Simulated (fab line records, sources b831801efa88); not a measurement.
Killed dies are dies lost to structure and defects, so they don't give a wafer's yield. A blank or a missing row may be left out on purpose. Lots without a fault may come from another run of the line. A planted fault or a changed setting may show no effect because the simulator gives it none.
Tool commonality check | flow gf180mcu | 13 lots, 39 wafers sampled

WHY IT WAS OPENED
At GF_LVPWELL_TW_MEAS_11 the reading LVPWELL_TW is flagged on 1 of 13 lots. Wafers without a fault read 561.1, standard deviation 2.9.
Rule: a lot is flagged when every wafer of it that has a number lies more than 4 standard deviations from that mean, or none has a number. The other lots count as sound.

lot  | measured    | on            | LVPWELL_TW, wafer by wafer | flag
L753 | day 3 21:22 | film_metro-02 | 556.6 557.1 557.4          |
L755 | day 4 07:16 | film_metro-03 | 559.7 561.4 559.5          |
L757 | day 4 19:11 | film_metro-02 | 557.1 560.8 556.2          |
L761 | day 5 20:28 | film_metro-02 | 559.4 558.4 556.2          |
L763 | day 6 11:08 | film_metro-02 | 561.5 565.3 560.4          |
L765 | day 6 18:22 | film_metro-02 | 561.4 565.7 561.5          |
L767 | day 7 02:55 | film_metro-04 | 107.0 109.4 106.5          | FLAGGED
L768 | day 7 09:41 | film_metro-02 | 559.1 560.5 558.2          |
L771 | day 8 01:19 | film_metro-04 | 558.1 558.2 561.2          |
L772 | day 8 08:49 | film_metro-04 | 558.2 560.0 558.1          |
L773 | day 8 14:44 | film_metro-02 | 563.9 563.8 567.5          |
L774 | day 8 22:58 | film_metro-02 | 561.8 563.7 562.2          |
L776 | day 9 07:10 | film_metro-04 | 564.3 564.9 563.3          |
The numbers of the flagged lots are 107.6 on average: -453.5 against the usual, or -99 or more standard deviations.

WHICH TOOL RAN EACH LOT
The record holds 2 process steps before the reading, out of a route of 602 steps. In each cell: the tool, then ch and the chambers that the sampled wafers went through, then the start.
lot  | flag    | GF_NWELL_STRIP_10                   | GF_LVPWELL_STRIP_10
L753 |         | plasma_asher-04 ch 0,1, day 3 08:47 | plasma_asher-03 ch 0,1, day 3 21:16
L755 |         | plasma_asher-04 ch 0,1, day 3 17:58 | plasma_asher-01 ch 0,1, day 4 07:10
L757 |         | plasma_asher-02 ch 0,1, day 4 05:20 | plasma_asher-03 ch 0,1, day 4 19:05
L761 |         | plasma_asher-04 ch 0, day 5 04:59   | plasma_asher-04 ch 0,1, day 5 20:22
L763 |         | plasma_asher-02 ch 0,1, day 5 19:07 | plasma_asher-03 ch 0,1, day 6 11:02
L765 |         | plasma_asher-04 ch 0,1, day 6 02:50 | plasma_asher-03 ch 0,1, day 6 18:16
L767 | FLAGGED | plasma_asher-04 ch 1, day 6 11:50   | plasma_asher-04 ch 1, day 7 02:49
L768 |         | plasma_asher-03 ch 0,1, day 6 18:50 | plasma_asher-03 ch 0,1, day 7 09:35
L771 |         | plasma_asher-03 ch 0,1, day 7 09:08 | plasma_asher-04 ch 0,1, day 8 01:13
L772 |         | plasma_asher-02 ch 0,1, day 7 16:29 | plasma_asher-03 ch 0,1, day 8 08:43
L773 |         | plasma_asher-02 ch 1, day 7 21:32   | plasma_asher-01 ch 0,1, day 8 14:38
L774 |         | plasma_asher-02 ch 0,1, day 8 06:19 | plasma_asher-04 ch 0,1, day 8 22:52
L776 |         | plasma_asher-04 ch 0,1, day 8 14:04 | plasma_asher-01 ch 0,1, day 9 07:04
What these steps do:
- GF_NWELL_STRIP_10: strips in O2/N2.
- GF_LVPWELL_STRIP_10: strips in O2/N2.
- GF_LVPWELL_TW_MEAS_11

FLAGGED OVER TOTAL, TOOL BY TOOL (the gauges that took the reading come last)
step                  | tool            | lots run | flagged | share of the flagged lots | sound lots run after its first flagged lot
GF_NWELL_STRIP_10     | plasma_asher-02 | 5        | 0       | none                      | -
GF_NWELL_STRIP_10     | plasma_asher-03 | 2        | 0       | none                      | -
GF_NWELL_STRIP_10     | plasma_asher-04 | 6        | 1       | all                       | 1 (L776)
GF_LVPWELL_STRIP_10   | plasma_asher-01 | 3        | 0       | none                      | -
GF_LVPWELL_STRIP_10   | plasma_asher-03 | 6        | 0       | none                      | -
GF_LVPWELL_STRIP_10   | plasma_asher-04 | 4        | 1       | all                       | 2 (L771,L774)
GF_LVPWELL_TW_MEAS_11 | film_metro-02   | 8        | 0       | none                      | -
GF_LVPWELL_TW_MEAS_11 | film_metro-03   | 1        | 0       | none                      | -
GF_LVPWELL_TW_MEAS_11 | film_metro-04   | 4        | 1       | all                       | 3 (L771,L772,L776)

WHAT THE TABLE ALLOWS
3 rows of the table ran every flagged lot: plasma_asher-04 at GF_NWELL_STRIP_10, plasma_asher-04 at GF_LVPWELL_STRIP_10, film_metro-04 at GF_LVPWELL_TW_MEAS_11.
- plasma_asher-04 at GF_NWELL_STRIP_10: 1 of its 6 lots flagged. Sound lots ran on it after the first flagged one (L776), which a lasting fault on the whole tool wouldn't allow. Its own readings lie more than 4 standard deviations out on every wafer of the flagged lots: oes_product_au.
- plasma_asher-04 at GF_LVPWELL_STRIP_10: 1 of its 4 lots flagged. Sound lots ran on it after the first flagged one (L771, L774), which a lasting fault on the whole tool wouldn't allow. Its own readings lie more than 4 standard deviations out on every wafer of the flagged lots: strip_time_to_endpoint_s.
- film_metro-04 at GF_LVPWELL_TW_MEAS_11: 1 of its 4 lots flagged. Sound lots ran on it after the first flagged one (L771, L772, L776), which a lasting fault on the whole tool wouldn't allow.
No row of the table ran every flagged lot and no sound lot after the first.

WHAT THE SIMULATOR HAD PUT IN
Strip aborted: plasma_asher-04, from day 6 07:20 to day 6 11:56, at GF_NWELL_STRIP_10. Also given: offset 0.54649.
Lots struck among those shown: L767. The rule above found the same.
